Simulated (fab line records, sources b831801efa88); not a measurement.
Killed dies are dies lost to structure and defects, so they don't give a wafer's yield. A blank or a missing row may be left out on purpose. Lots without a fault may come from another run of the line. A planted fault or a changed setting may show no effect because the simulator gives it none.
fab line records | flow gf180mcu
record lots=5 wafers=15 last_day=34
route steps=602 shown V3@442 M4@456
lots that met no fault: from a run of the same line without faults
start_h: hours from the record's first day to the start of the lot's first wafer shown | wait_h: hours since the lot's step before | " the same as in the row above | L1.1+2: a row that stands for several wafers | - no value, or no start given | * or withheld: withheld | < > ~ a bound
route shown NAME@n: a module of which the file shows steps, and the number in the route of the first | usual: mean/standard deviation of fault-free wafers | same: alike in all rows | chamber/n: place in a boat | sites: the reading at each site | _std_site: their standard deviation | _edge_site: outer sites' mean less inner sites' | radius_mm: how far each site lies from the wafer's centre | mask NAME#n: copy n | behind: the tool/chamber that last shaped the wafer | hold: why the lot was held/for how many hours/how that ended | device: the transistor (n, p or np) that didn't switch | end of line: the same wafers' tests at the end of the route | a step without rows: its recipe alone | killed: dies lost to structure and defects at the first sort, not the wafer's yield | map: a wafer's dies, x killed, . not, _ none there
set.NAME: the setting as run; set.NAME@STEP: as run at that earlier step | model.NAME: the simulator's own value behind a step, which no gauge read
lots at some steps of the route; a table a step, a row a wafer
services: from which hour (start_h, from the record's first day; less than 0 if before it) a tool's chamber was out of use, for how many hours, and why
## steps
# step GF_V3_DEVELOP_13
# recipe develop_time_s=60 resist=KrF dev_temp_c=21
# usual exhaust_pa=44.8/0.83
# columns lot.wafer tool chamber start_h wait_h exhaust_pa
L076.2 litho_track-01 0 528.44 0.2 44.7
L076.4 " 0 " " 44.6
L076.5 " 0 " " 44.9
L087.2 litho_track-01 0 626.58 0.2 44.8
L087.4 " 0 " " 44.5
L087.5 " 0 " " 42.9
L088.3 litho_track-01 0 626.96 0.1 45.2
L088.5 " 0 " " 43.6
L088.6 " 0 " " 44.3
L092.2 litho_track-04 0 655.82 0.2 45.4
L092.5 " 0 " " 44.8
L092.6 " 0 " " 45.6
L095.4 litho_track-01 0 675.53 0.1 45.7
L095.5 " 0 " " 45.0
L095.6 " 0 " " 45.2
# step GF_V3_CD_MEAS_14
# recipe target_cd_nm=260
# usual cd_nm=259.9/1.3
# columns lot.wafer tool chamber start_h wait_h cd_nm
L076.2 cd_sem-01 - 528.58 0.1 262.0
L076.4 " - " " 261.9
L076.5 " - " " 262.6
L087.2 cd_sem-02 - 626.73 0.1 259.4
L087.4 " - " " 259.3
L087.5 " - " " 259.9
L088.3 cd_sem-02 - 627.10 0.1 256.8
L088.5 " - " " 258.8
L088.6 " - " " 258.3
L092.2 cd_sem-01 - 655.96 0.1 258.9
L092.5 " - " " 258.9
L092.6 " - " " 258.6
L095.4 cd_sem-02 - 675.67 0.1 260.7
L095.5 " - " " 260.6
L095.6 " - " " 260.0
# step GF_V3_OVL_MEAS_15
# usual V3_OVL=-2/5.1
# columns lot.wafer tool chamber start_h wait_h V3_OVL[nm]
L076.2 overlay-02 - 528.69 0.1 -2
L076.4 " - " " 6
L076.5 " - " " 3
L087.2 overlay-01 - 626.84 0.1 -4
L087.4 " - " " -2
L087.5 " - " " 1
L088.3 overlay-01 - 627.19 0.1 2
L088.5 " - " " 4
L088.6 " - " " 5
L092.2 overlay-01 - 656.07 0.1 -3
L092.5 " - " " 0
L092.6 " - " " -3
L095.4 overlay-02 - 675.75 0.1 -6
L095.5 " - " " -7
L095.6 " - " " 1
# step GF_V3_ETCH_16
# recipe chemistry=N2/H2 target_depth_a=withheld overetch_a=withheld time_s=withheld target=BARC ion_energy_ev=200 source_w=500 bias_w=100 pressure_mtorr=30 n2_flow_sccm=100 h2_flow_sccm=200
# usual drypump_motor_current_A=5.8/0.35 oes_product_au=0.854/0.0043 rf_fwd_power_W=494.7/2.1 throttle_valve_pct=13.225/0.0092
# columns lot.wafer tool chamber start_h wait_h drypump_motor_current_A oes_product_au rf_fwd_power_W throttle_valve_pct
L076.2 rie_diel-02 1 528.72 0.0 6.1 0.862 494.3 13.229
L076.4 " 3 " " 5.6 0.854 495.1 13.220
L076.5 " 0 " " 5.7 0.857 496.2 13.230
L087.2 rie_diel-01 1 626.87 0.0 6.1 0.856 493.3 13.214
L087.4 " 0 " " 6.3 0.853 494.3 13.236
L087.5 " 0 " " 6.3 0.850 495.0 13.234
L088.3 rie_diel-04 3 627.22 0.0 5.6 0.853 495.5 13.240
L088.5 " 0 " " 6.0 0.852 497.5 13.237
L088.6 " 3 " " 5.6 0.851 493.1 13.220
L092.2 rie_diel-01 3 656.10 0.0 5.8 0.859 495.2 13.233
L092.5 " 3 " " 5.8 0.864 495.7 13.208
L092.6 " 2 " " 6.0 0.855 493.5 13.205
L095.4 rie_diel-01 2 675.77 0.0 6.0 0.849 490.5 13.226
L095.5 " 1 " " 6.1 0.857 494.3 13.234
L095.6 " 2 " " 6.0 0.851 491.9 13.216
# step GF_V3_ETCH_17
# recipe chemistry=C4F8/O2/Ar mask_material=KrF target=SiO2 stop_on=TiN source_w=1500 bias_w=1200 pressure_mtorr=40 c4f8_flow_sccm=withheld O2_flow_sccm=6 Ar_flow_sccm=300 time_s=withheld target_depth_a=6350
# usual oes_product_au=0.856/0.0046 rf_fwd_power_W=1492/5.2
# columns lot.wafer tool chamber start_h wait_h oes_product_au rf_fwd_power_W
L076.2 rie_diel-02 1 - - 0.855 1499
L076.4 " 3 " " 0.857 1490
L076.5 " 0 " " 0.855 1498
L087.2 rie_diel-01 1 - - 0.862 1489
L087.4 " 0 " " 0.851 1494
L087.5 " 0 " " 0.857 1488
L088.3 rie_diel-04 3 - - 0.854 1492
L088.5 " 0 " " 0.859 1486
L088.6 " 3 " " 0.854 1494
L092.2 rie_diel-01 3 - - 0.849 1497
L092.5 " 3 " " 0.860 1500
L092.6 " 2 " " 0.855 1480
L095.4 rie_diel-01 2 - - 0.856 1489
L095.5 " 1 " " 0.848 1498
L095.6 " 2 " " 0.860 1491
# step GF_V3_STRIP_18
# recipe chemistry=O2/N2 power_w=1400 pressure_mtorr=1500 platen_temp_c=250 o2_flow_sccm=3000 n2_flow_sccm=300 overash_fraction=0.5
# usual drypump_motor_current_A=5.8/0.45 heater_power_w=329/31 oes_product_au=0.593/0.0049 platen_temp_c=249.98/0.18
# columns lot.wafer tool chamber start_h wait_h drypump_motor_current_A heater_power_w oes_product_au platen_temp_c rf_hours_counter_h
L076.2 plasma_asher-04 0 528.85 - 5.5 300 0.589 249.88 85
L076.4 " 1 " " 6.3 308 0.588 249.94 -
L076.5 " 1 " " 6.3 314 0.598 249.92 -
L087.2 plasma_asher-02 0 626.99 - 6.2 315 0.595 250.07 21
L087.4 " 1 " " 5.8 385 0.594 249.78 -
L087.5 " 1 " " 5.8 382 0.584 249.89 -
L088.3 plasma_asher-04 1 627.38 - 6.3 302 0.595 249.98 -
L088.5 " 1 " " 6.3 305 0.599 249.96 -
L088.6 " 0 " " 5.6 298 0.588 249.89 -
L092.2 plasma_asher-04 1 656.23 - 6.3 310 0.597 249.87 98
L092.5 " 1 " " 6.3 312 0.592 249.59 -
L092.6 " 0 " " 5.5 301 0.597 250.08 -
L095.4 plasma_asher-04 1 675.93 - 6.2 302 0.594 250.14 -
L095.5 " 0 " " 5.6 297 0.593 250.09 -
L095.6 " 1 " " 6.3 304 0.592 250.10 -
# step GF_V3_STRIP_19
# recipe chemistry=post_etch_residue_remover time_s=1200 temp_c=72.5
# columns lot.wafer tool chamber start_h wait_h
L076.2+4+5 wet_bench-01 0 528.95 0.1
L087.2+4+5 wet_bench-04 0 627.09 0.1
L088.3+5+6 wet_bench-04 3 627.44 0.0
L092.2+5+6 wet_bench-03 3 656.33 0.1
L095.4+5+6 wet_bench-04 2 675.99 0.0
# step GF_V3_CLEAN_20
# recipe chemistry=DIW dry=n2_spin
# columns lot.wafer tool chamber start_h wait_h
L076.2+4+5 wet_bench-03 1 529.29 0.0
L087.2+4+5 wet_bench-01 2 627.44 0.0
L088.3+5+6 wet_bench-04 0 627.79 0.0
L092.2+5+6 wet_bench-01 1 656.67 0.0
L095.4+5+6 wet_bench-01 1 676.37 0.0
# step GF_V3_SPUTTER_21
# recipe material=Ti target_thk_nm=15 chamber_pressure_pa=5 power_w=2500 substrate_temp_c=200 time_s=80.02
# usual chamber_pressure_pa=4.999/0.011 throttle_valve_pct=30.2/0.85
# columns lot.wafer tool chamber start_h wait_h chamber_pressure_pa throttle_valve_pct
L076.2 pvd_sputter-02 - 529.38 0.0 5.015 32.3
L076.4 " - " " 4.984 30.8
L076.5 " - " " 5.004 32.1
L087.2 pvd_sputter-01 - 627.53 0.0 4.987 28.9
L087.4 " - " " 4.989 29.2
L087.5 " - " " 4.994 30.0
L088.3 pvd_sputter-04 - 627.88 0.0 5.008 30.8
L088.5 " - " " 5.004 30.7
L088.6 " - " " 4.992 30.4
L092.2 pvd_sputter-02 - 656.77 0.0 4.996 29.7
L092.5 " - " " 4.998 30.3
L092.6 " - " " 5.002 31.7
L095.4 pvd_sputter-04 - 676.46 0.0 5.004 30.4
L095.5 " - " " 5.003 30.6
L095.6 " - " " 5.002 30.1
# step GF_V3_SPUTTER_22
# recipe material=TiN target_thk_nm=10 chamber_pressure_pa=5 power_w=4000 time_s=40
# usual chamber_pressure_pa=5.000/0.01 throttle_valve_pct=30.2/0.86
# columns lot.wafer tool chamber start_h wait_h chamber_pressure_pa throttle_valve_pct
L076.2 pvd_sputter-02 - 529.44 0.0 4.994 32.2
L076.4 " - " " 4.981 30.5
L076.5 " - " " 4.995 32.0
L087.2 pvd_sputter-01 - 627.59 0.0 4.994 29.1
L087.4 " - " " 5.005 29.5
L087.5 " - " " 5.003 29.6
L088.3 pvd_sputter-04 - 627.94 0.0 4.993 30.6
L088.5 " - " " 4.989 30.5
L088.6 " - " " 5.011 30.6
L092.2 pvd_sputter-02 - 656.83 0.0 5.007 29.6
L092.5 " - " " 5.008 30.3
L092.6 " - " " 5.005 32.0
L095.4 pvd_sputter-04 - 676.52 0.0 5.000 30.4
L095.5 " - " " 5.001 31.0
L095.6 " - " " 4.987 29.8
# step GF_V3_CVD_23
# recipe material=W target_thk_nm=350 time_s=104.9 temp_c=400 pressure_torr=40
# usual heater_power_w=751/89
# columns lot.wafer tool chamber start_h wait_h heater_power_w since_wet_clean_h
L076.2 cvd_w-01 0 529.48 0.0 637 624
L076.4 " 0 " " 649 -
L076.5 " 0 " " 649 -
L087.2 cvd_w-02 0 627.63 0.0 688 224
L087.4 " 1 " " 855 -
L087.5 " 0 " " 683 -
L088.3 cvd_w-01 0 628.02 0.1 655 -
L088.5 " 0 " " 638 -
L088.6 " 1 " " 837 -
L092.2 cvd_w-01 1 656.87 0.0 838 751
L092.5 " 0 " " 654 -
L092.6 " 1 " " 808 -
L095.4 cvd_w-01 0 676.60 0.1 648 -
L095.5 " 0 " " 655 -
L095.6 " 1 " " 809 -
# step GF_V3_RS_MEAS_24
# recipe thk_meas_gauge=four-point-probe reads=W_of_V3_CVD_23+TiN_of_V3_SPUTTER_22+Ti_of_V3_SPUTTER_21
# usual V3_W_RS=0.326/0.0058
# columns lot.wafer tool chamber start_h wait_h V3_W_RS[ohm/sq]
L076.2 film_metro-04 - 529.61 0.1 0.319
L076.4 " - " " 0.322
L076.5 " - " " 0.318
L087.2 film_metro-04 - 627.76 0.1 0.326
L087.4 " - " " 0.324
L087.5 " - " " 0.329
L088.3 film_metro-04 - 628.13 0.1 0.314
L088.5 " - " " 0.315
L088.6 " - " " 0.330
L092.2 film_metro-04 - 657.00 0.1 0.326
L092.5 " - " " 0.315
L092.6 " - " " 0.329
L095.4 film_metro-02 - 676.73 0.1 0.317
L095.5 " - " " 0.316
L095.6 " - " " 0.331
# step GF_V3_THK_MEAS_25
# recipe thk_meas_gauge=xrf reads=W_of_V3_CVD_23
# usual V3_W_THK=362/7.1
# columns lot.wafer tool chamber start_h wait_h V3_W_THK[nm]
L076.2 film_metro-04 - 529.72 0.1 371
L076.4 " - " " 366
L076.5 " - " " 373
L087.2 film_metro-04 - 627.87 0.1 365
L087.4 " - " " 366
L087.5 " - " " 361
L088.3 film_metro-04 - 628.23 0.1 377
L088.5 " - " " 380
L088.6 " - " " 357
L092.2 film_metro-04 - 657.11 0.1 366
L092.5 " - " " 377
L092.6 " - " " 366
L095.4 film_metro-02 - 676.82 0.1 369
L095.5 " - " " 372
L095.6 " - " " 352
# step GF_V3_CMP_26
# recipe stop_on=SiO2 down_force_psi=3.5 platen_rpm=60 t_overpolish_s=15 target_thk_nm=0 pad_velocity_m_s=0.94248
# usual motor_current_A=11.5/1.4 overpolish_run_s=14.999/0.0091 slurry_filter_dp_kPa=13.51/0.14 time_to_endpoint_s=83/3.9
# columns lot.wafer tool chamber start_h wait_h motor_current_A overpolish_run_s slurry_filter_dp_kPa time_to_endpoint_s
L076.4 cmp-01 0 529.77 0.0 11.4 14.996 13.55 89
L076.2 " 3 " " 10.7 14.997 13.63 90
L076.5 " 1 " " 13.3 14.987 13.62 89
L087.2 cmp-02 2 627.97 0.1 13.2 14.998 13.36 85
L087.4 " 0 " " 12.4 14.987 13.50 83
L087.5 " 2 " " 13.6 15.007 13.55 83
L088.3 cmp-02 0 628.27 0.0 12.0 14.995 13.19 84
L088.5 " 0 " " 11.6 14.997 13.40 85
L088.6 " 1 " " 9.7 15.007 13.66 79
L092.2 cmp-01 0 657.16 0.0 11.4 15.008 13.44 89
L092.6 " 0 " " 10.9 14.998 13.36 87
L092.5 " 1 " " 13.7 15.007 13.60 90
L095.4 cmp-01 0 677.00 0.2 10.5 14.999 13.72 89
L095.6 " 1 " " 13.2 15.002 13.53 85
L095.5 " 2 " " 10.2 15.002 13.40 85
# step GF_M4_SPUTTER_00
# recipe material=Ti target_thk_nm=37.5 arriving_ion_energy_ev=80 substrate_temp_c=200 chamber_pressure_pa=2 power_w=4000 time_s=150
# usual chamber_pressure_pa=2.000/0.0034 throttle_valve_pct=29.8/1.1
# columns lot.wafer tool chamber start_h wait_h chamber_pressure_pa throttle_valve_pct
L076.2 pvd_sputter-03 - 530.07 0.1 1.999 27.7
L076.4 " - " " 1.999 31.6
L076.5 " - " " 1.998 27.7
L087.2 pvd_sputter-03 - 628.22 0.2 2.006 31.6
L087.4 " - " " 2.000 31.7
L087.5 " - " " 2.004 29.0
L088.3 pvd_sputter-01 - 628.57 0.2 2.001 29.5
L088.5 " - " " 1.998 28.9
L088.6 " - " " 2.001 29.7
L092.2 pvd_sputter-04 - 657.46 0.2 2.001 30.5
L092.5 " - " " 2.000 30.5
L092.6 " - " " 2.001 29.9
L095.4 pvd_sputter-01 - 677.15 0.1 1.999 29.4
L095.5 " - " " 2.002 29.7
L095.6 " - " " 1.998 29.2
# step GF_M4_SPUTTER_01
# recipe material=TiN target_thk_nm=30 power_w=6500 time_s=25 chamber_pressure_pa=0.4
# usual chamber_pressure_pa=0.4000/0.00086 throttle_valve_pct=29.8/1.1
# columns lot.wafer tool chamber start_h wait_h chamber_pressure_pa throttle_valve_pct
L076.2 pvd_sputter-03 - 530.17 0.1 0.3991 27.9
L076.4 " - " " 0.4006 31.8
L076.5 " - " " 0.3992 28.2
L087.2 pvd_sputter-03 - 628.32 0.1 0.3997 31.6
L087.4 " - " " 0.4008 31.6
L087.5 " - " " 0.4010 29.2
L088.3 pvd_sputter-01 - 628.67 0.1 0.4004 29.3
L088.5 " - " " 0.4002 29.4
L088.6 " - " " 0.3995 29.5
L092.2 pvd_sputter-04 - 657.56 0.1 0.3995 30.6
L092.5 " - " " 0.4004 30.5
L092.6 " - " " 0.3990 29.9
L095.4 pvd_sputter-01 - 677.25 0.1 0.4002 29.6
L095.5 " - " " 0.4012 29.5
L095.6 " - " " 0.4009 29.2
# step GF_M4_SPUTTER_02
# recipe material=AlCu target_thk_nm=450 power_w=10600 time_s=23.9 chamber_pressure_pa=0.4
# usual chamber_pressure_pa=0.4000/0.00073 throttle_valve_pct=29.9/1.1
# columns lot.wafer tool chamber start_h wait_h chamber_pressure_pa throttle_valve_pct
L076.2 pvd_sputter-03 - 530.20 0.0 0.3995 28.0
L076.4 " - " " 0.4000 31.5
L076.5 " - " " 0.3996 28.0
L087.2 pvd_sputter-03 - 628.35 0.0 0.3996 31.1
L087.4 " - " " 0.4003 31.8
L087.5 " - " " 0.4001 29.0
L088.3 pvd_sputter-01 - 628.70 0.0 0.3993 29.5
L088.5 " - " " 0.4008 29.3
L088.6 " - " " 0.3999 29.4
L092.2 pvd_sputter-04 - 657.59 0.0 0.4003 30.7
L092.5 " - " " 0.3995 30.3
L092.6 " - " " 0.3995 29.8
L095.4 pvd_sputter-01 - 677.28 0.0 0.4001 29.6
L095.5 " - " " 0.4008 29.6
L095.6 " - " " 0.4010 29.3
# step GF_M4_SPUTTER_03
# recipe material=Ti target_thk_nm=10 substrate_temp_c=300 chamber_pressure_pa=0.3 power_w=3000 time_s=6.7
# usual chamber_pressure_pa=0.3000/0.0006 throttle_valve_pct=29.9/1.1
# columns lot.wafer tool chamber start_h wait_h chamber_pressure_pa throttle_valve_pct
L076.2 pvd_sputter-03 - 530.23 0.0 0.2998 27.9
L076.4 " - " " 0.3008 31.7
L076.5 " - " " 0.3002 27.8
L087.2 pvd_sputter-03 - 628.38 0.0 0.3004 31.5
L087.4 " - " " 0.3001 31.7
L087.5 " - " " 0.2997 28.8
L088.3 pvd_sputter-01 - 628.73 0.0 0.2999 29.5
L088.5 " - " " 0.2997 29.3
L088.6 " - " " 0.2998 29.6
L092.2 pvd_sputter-04 - 657.62 0.0 0.3000 30.6
L092.5 " - " " 0.3006 30.7
L092.6 " - " " 0.3010 29.9
L095.4 pvd_sputter-01 - 677.31 0.0 0.3007 29.5
L095.5 " - " " 0.2999 29.9
L095.6 " - " " 0.2996 29.2
# step GF_M4_SPUTTER_04
# recipe material=TiN target_thk_nm=50 power_w=6500 time_s=41.7 chamber_pressure_pa=0.4
# usual chamber_pressure_pa=0.4000/0.00082 throttle_valve_pct=29.9/1.1
# columns lot.wafer tool chamber start_h wait_h chamber_pressure_pa throttle_valve_pct
L076.2 pvd_sputter-03 - 530.25 0.0 0.3987 27.9
L076.4 " - " " 0.4004 31.8
L076.5 " - " " 0.4002 28.1
L087.2 pvd_sputter-03 - 628.40 0.0 0.4002 31.3
L087.4 " - " " 0.3985 31.7
L087.5 " - " " 0.4003 29.0
L088.3 pvd_sputter-01 - 628.75 0.0 0.4012 29.4
L088.5 " - " " 0.4011 29.1
L088.6 " - " " 0.4006 29.6
L092.2 pvd_sputter-04 - 657.64 0.0 0.4006 30.5
L092.5 " - " " 0.3999 30.8
L092.6 " - " " 0.4015 30.0
L095.4 pvd_sputter-01 - 677.33 0.0 0.4002 29.7
L095.5 " - " " 0.4000 30.1
L095.6 " - " " 0.3993 29.5
# step GF_M4_RS_MEAS_05
# recipe thk_meas_gauge=four-point-probe reads=TiN_of_M4_SPUTTER_04+Ti_of_M4_SPUTTER_03+AlCu_of_M4_SPUTTER_02+TiN_of_M4_SPUTTER_01+Ti_of_M4_SPUTTER_00
# usual M4_ALCU_RS=0.0696/0.00078
# columns lot.wafer tool chamber start_h wait_h M4_ALCU_RS[ohm/sq]
L076.2 film_metro-02 - 530.31 0.0 0.0695
L076.4 " - " " 0.0688
L076.5 " - " " 0.0691
L087.2 film_metro-02 - 628.46 0.0 0.0702
L087.4 " - " " 0.0701
L087.5 " - " " 0.0698
L088.3 film_metro-03 - 628.83 0.1 0.0692
L088.5 " - " " 0.0690
L088.6 " - " " 0.0689
L092.2 film_metro-03 - 657.70 0.0 0.0691
L092.5 " - " " 0.0696
L092.6 " - " " 0.0700
L095.4 film_metro-04 - 677.43 0.1 0.0702
L095.5 " - " " 0.0701
L095.6 " - " " 0.0705
# step GF_M4_THK_MEAS_06
# recipe thk_meas_gauge=xrf reads=AlCu_of_M4_SPUTTER_02
# usual M4_ALCU_THK=452/4.6
# columns lot.wafer tool chamber start_h wait_h M4_ALCU_THK[nm]
L076.2 film_metro-02 - 530.42 0.1 452
L076.4 " - " " 458
L076.5 " - " " 454
L087.2 film_metro-02 - 628.57 0.1 448
L087.4 " - " " 449
L087.5 " - " " 450
L088.3 film_metro-03 - 628.93 0.1 454
L088.5 " - " " 454
L088.6 " - " " 452
L092.2 film_metro-03 - 657.81 0.1 450
L092.5 " - " " 449
L092.6 " - " " 447
L095.4 film_metro-04 - 677.52 0.1 449
L095.5 " - " " 450
L095.6 " - " " 449
# step GF_M4_DEHYDRATE_07
# recipe temp_c=200 time_s=60
# usual exhaust_pa=44.8/1
# columns lot.wafer tool chamber start_h wait_h exhaust_pa
L076.2 litho_track-04 0 540.87 10.4 47.4
L076.4 " 0 " " 45.0
L076.5 " 0 " " 45.9
L087.2 litho_track-04 0 637.67 9.1 43.7
L087.4 " 0 " " 43.7
L087.5 " 0 " " 43.9
L088.3 litho_track-03 0 638.07 9.1 44.8
L088.5 " 0 " " 44.7
L088.6 " 0 " " 43.4
L092.2 litho_track-02 0 666.94 9.1 44.9
L092.5 " 0 " " 42.9
L092.6 " 0 " " 44.9
L095.4 litho_track-04 0 686.02 8.5 43.5
L095.5 " 0 " " 45.0
L095.6 " 0 " " 45.3
# step GF_M4_HMDS_08
# recipe prime_time_s=60 prime_temp_c=120
# usual exhaust_pa=45.0/0.83
# columns lot.wafer tool chamber start_h wait_h exhaust_pa
L076.2 litho_track-04 0 541.02 0.1 46.1
L076.4 " 0 " " 45.3
L076.5 " 0 " " 45.3
L087.2 litho_track-04 0 637.82 0.1 46.1
L087.4 " 0 " " 44.2
L087.5 " 0 " " 46.7
L088.3 litho_track-03 0 638.22 0.1 44.8
L088.5 " 0 " " 44.7
L088.6 " 0 " " 44.7
L092.2 litho_track-02 0 667.09 0.1 44.5
L092.5 " 0 " " 44.1
L092.6 " 0 " " 45.3
L095.4 litho_track-04 0 686.17 0.1 46.6
L095.5 " 0 " " 45.5
L095.6 " 0 " " 45.4
# step GF_M4_COAT_09
# recipe resist=KrF spin_rpm=withheld resist_thk_nm=1000
# usual dispense_pressure_kPa=47/5.1 exhaust_pa=44.8/0.94
# columns lot.wafer tool chamber start_h wait_h dispense_pressure_kPa exhaust_pa
L076.2 litho_track-04 0 541.17 0.1 41 44.7
L076.4 " 0 " " 41 45.4
L076.5 " 0 " " 41 43.7
L087.2 litho_track-04 0 637.97 0.1 41 45.9
L087.4 " 0 " " 42 45.4
L087.5 " 0 " " 41 45.4
L088.3 litho_track-03 0 638.37 0.1 49 42.9
L088.5 " 0 " " 49 43.0
L088.6 " 0 " " 49 45.2
L092.2 litho_track-02 0 667.24 0.1 53 45.9
L092.5 " 0 " " 53 46.1
L092.6 " 0 " " 53 44.9
L095.4 litho_track-04 0 686.32 0.1 41 45.7
L095.5 " 0 " " 41 45.3
L095.6 " 0 " " 41 45.2
# step GF_M4_SOFTBAKE_10
# recipe temp_c=130 time_s=60 resist=KrF
# usual exhaust_pa=44.9/0.89
# columns lot.wafer tool chamber start_h wait_h exhaust_pa
L076.2 litho_track-04 0 541.32 0.1 45.6
L076.4 " 0 " " 46.6
L076.5 " 0 " " 45.6
L087.2 litho_track-04 0 638.12 0.1 44.0
L087.4 " 0 " " 44.0
L087.5 " 0 " " 43.6
L088.3 litho_track-03 0 638.52 0.1 45.8
L088.5 " 0 " " 46.0
L088.6 " 0 " " 45.4
L092.2 litho_track-02 0 667.39 0.1 44.0
L092.5 " 0 " " 44.4
L092.6 " 0 " " 45.0
L095.4 litho_track-04 0 686.47 0.1 46.3
L095.5 " 0 " " 46.1
L095.6 " 0 " " 45.5
# step GF_M4_EXPOSE_11
# recipe mask_id=Metal4 target_cd_nm=280 na=0.68 source_shape=conventional sigma_outer=0.6 dose_mj=28
# usual stage_vel_mm_s=499.99/0.23
# columns lot.wafer tool chamber start_h wait_h mask stage_vel_mm_s
L076.2 krf_scanner-01 0 - - Metal4#0 499.96
L076.4 " 0 " " Metal4#0 499.72
L076.5 " 0 " " Metal4#0 499.85
L087.2 krf_scanner-01 0 - - Metal4#0 499.71
L087.4 " 0 " " Metal4#0 500.18
L087.5 " 0 " " Metal4#0 499.97
L088.3 krf_scanner-01 0 - - Metal4#0 499.62
L088.5 " 0 " " Metal4#0 500.03
L088.6 " 0 " " Metal4#0 499.86
L092.2 krf_scanner-01 0 - - Metal4#0 500.17
L092.5 " 0 " " Metal4#0 500.14
L092.6 " 0 " " Metal4#0 500.23
L095.4 krf_scanner-01 0 - - Metal4#0 500.18
L095.5 " 0 " " Metal4#0 500.21
L095.6 " 0 " " Metal4#0 500.48
# step GF_M4_PEB_12
# recipe peb_temp_c=135 peb_time_s=90 resist=KrF
# usual exhaust_pa=45.1/1
# columns lot.wafer tool chamber start_h wait_h exhaust_pa
L076.2 litho_track-03 0 - - 45.9
L076.4 " 0 " " 45.9
L076.5 " 0 " " 46.3
L087.2 litho_track-04 0 - - 44.9
L087.4 " 0 " " 45.8
L087.5 " 0 " " 45.2
L088.3 litho_track-04 0 - - 43.9
L088.5 " 0 " " 44.0
L088.6 " 0 " " 44.1
L092.2 litho_track-04 0 - - 45.2
L092.5 " 0 " " 46.2
L092.6 " 0 " " 46.1
L095.4 litho_track-04 0 - - 46.0
L095.5 " 0 " " 44.3
L095.6 " 0 " " 45.4
# step GF_M4_DEVELOP_13
# recipe develop_time_s=60 dev_temp_c=21
# usual exhaust_pa=45.0/0.92
# columns lot.wafer tool chamber start_h wait_h exhaust_pa
L076.2 litho_track-03 0 551.84 0.2 44.4
L076.4 " 0 " " 44.3
L076.5 " 0 " " 44.3
L087.2 litho_track-04 0 648.12 0.2 44.1
L087.4 " 0 " " 43.7
L087.5 " 0 " " 43.7
L088.3 litho_track-04 0 648.49 0.1 45.8
L088.5 " 0 " " 45.4
L088.6 " 0 " " 45.9
L092.2 litho_track-04 0 676.57 0.2 45.4
L092.5 " 0 " " 44.2
L092.6 " 0 " " 44.5
L095.4 litho_track-04 0 695.82 0.1 46.6
L095.5 " 0 " " 45.6
L095.6 " 0 " " 45.9
# step GF_M4_CD_MEAS_14
# recipe target_cd_nm=280
# usual cd_nm=280.4/1.5
# columns lot.wafer tool chamber start_h wait_h cd_nm
L076.2 cd_sem-01 - 551.99 0.1 281.8
L076.4 " - " " 280.9
L076.5 " - " " 280.8
L087.2 cd_sem-02 - 648.26 0.1 280.4
L087.4 " - " " 281.4
L087.5 " - " " 282.4
L088.3 cd_sem-01 - 648.63 0.1 282.5
L088.5 " - " " 282.3
L088.6 " - " " 282.6
L092.2 cd_sem-02 - 676.71 0.1 279.9
L092.5 " - " " 279.8
L092.6 " - " " 279.3
L095.4 cd_sem-02 - 695.95 0.1 280.8
L095.5 " - " " 281.5
L095.6 " - " " 282.3
# step GF_M4_OVL_MEAS_15
# usual M4_OVL=-1/4.9
# columns lot.wafer tool chamber start_h wait_h M4_OVL[nm]
L076.2 overlay-02 - 552.09 0.1 11
L076.4 " - " " 12
L076.5 " - " " -3
L087.2 overlay-01 - 648.37 0.1 0
L087.4 " - " " -5
L087.5 " - " " -11
L088.3 overlay-02 - 648.73 0.1 8
L088.5 " - " " 4
L088.6 " - " " -6
L092.2 overlay-01 - 676.82 0.1 5
L092.5 " - " " -1
L092.6 " - " " 3
L095.4 overlay-02 - 696.03 0.1 2
L095.5 " - " " 3
L095.6 " - " " 1
# step GF_M4_METAL_ETCH_16
# recipe chemistry=Cl2/BCl3 mask_material=KrF target_depth_nm=627.5 stop_on=SiO2 pressure_mtorr=8 icp_w=800 bias_w=140 Cl2_flow_sccm=80 bcl3_flow_sccm=40 time_s=104.6
# usual drypump_motor_current_A=5.8/0.33 oes_product_au=0.970/0.0065 rf_fwd_power_W=796.2/2.3 throttle_valve_pct=28.250/0.0099
# columns lot.wafer tool chamber start_h wait_h drypump_motor_current_A oes_product_au rf_fwd_power_W rf_hours_counter_h throttle_valve_pct
L076.2 rie_metal-01 1 552.12 0.0 6.0 0.972 796.2 8 28.256
L076.4 " 1 " " 6.0 0.966 799.9 - 28.246
L076.5 " 1 " " 6.0 0.971 797.2 - 28.242
L087.2 rie_metal-04 0 648.44 0.1 5.5 0.965 795.9 - 28.247
L087.4 " 0 " " 5.5 0.968 796.6 - 28.254
L087.5 " 0 " " 5.5 0.971 793.2 - 28.250
L088.3 rie_metal-03 1 648.79 0.1 5.3 0.971 794.9 - 28.251
L088.5 " 0 " " 5.2 0.975 798.8 - 28.253
L088.6 " 1 " " 5.3 0.980 792.6 - 28.233
L092.2 rie_metal-04 0 676.85 0.0 5.5 0.973 795.9 5 28.244
L092.5 " 1 " " 5.9 0.970 792.7 - 28.235
L092.6 " 0 " " 5.4 0.964 793.8 - 28.268
L095.4 rie_metal-04 0 696.09 0.0 5.5 0.966 799.8 - 28.252
L095.5 " 0 " " 5.5 0.966 798.2 - 28.256
L095.6 " 1 " " 5.9 0.964 799.4 - 28.246
## services
# columns tool chamber start_h hours kind
cmp-01 - 516.34 0.9 repair
krf_scanner-01 - 517.09 0.7 repair
cvd_w-01 - 518.06 0.5 repair
pvd_sputter-02 - 520.04 7.6 repair
pvd_sputter-01 - 551.19 1.7 repair
pvd_sputter-03 - 551.42 1.7 repair
rie_diel-01 2 551.94 7.4 repair
plasma_asher-04 - 564.01 2.8 pm
krf_scanner-01 - 574.90 0.3 repair
wet_bench-01 - 576.08 1.9 repair
pvd_sputter-02 - 588.61 5.6 repair
pvd_sputter-02 - 592.64 1.5 repair
krf_scanner-01 - 595.40 0.7 repair
pvd_sputter-03 - 616.31 3.3 repair
krf_scanner-01 - 618.96 0.8 pm
cvd_w-01 - 635.47 6.9 pm
pvd_sputter-01 - 638.62 2.9 repair
rie_diel-01 3 641.96 3.8 repair
krf_scanner-01 - 645.27 1.0 pm
krf_scanner-01 - 646.27 4.4 pm
krf_scanner-01 - 650.64 1.3 pm
rie_diel-01 3 650.98 5.0 repair
krf_scanner-01 - 657.31 3.2 repair
krf_scanner-01 - 662.04 4.0 pm
## key
fault none
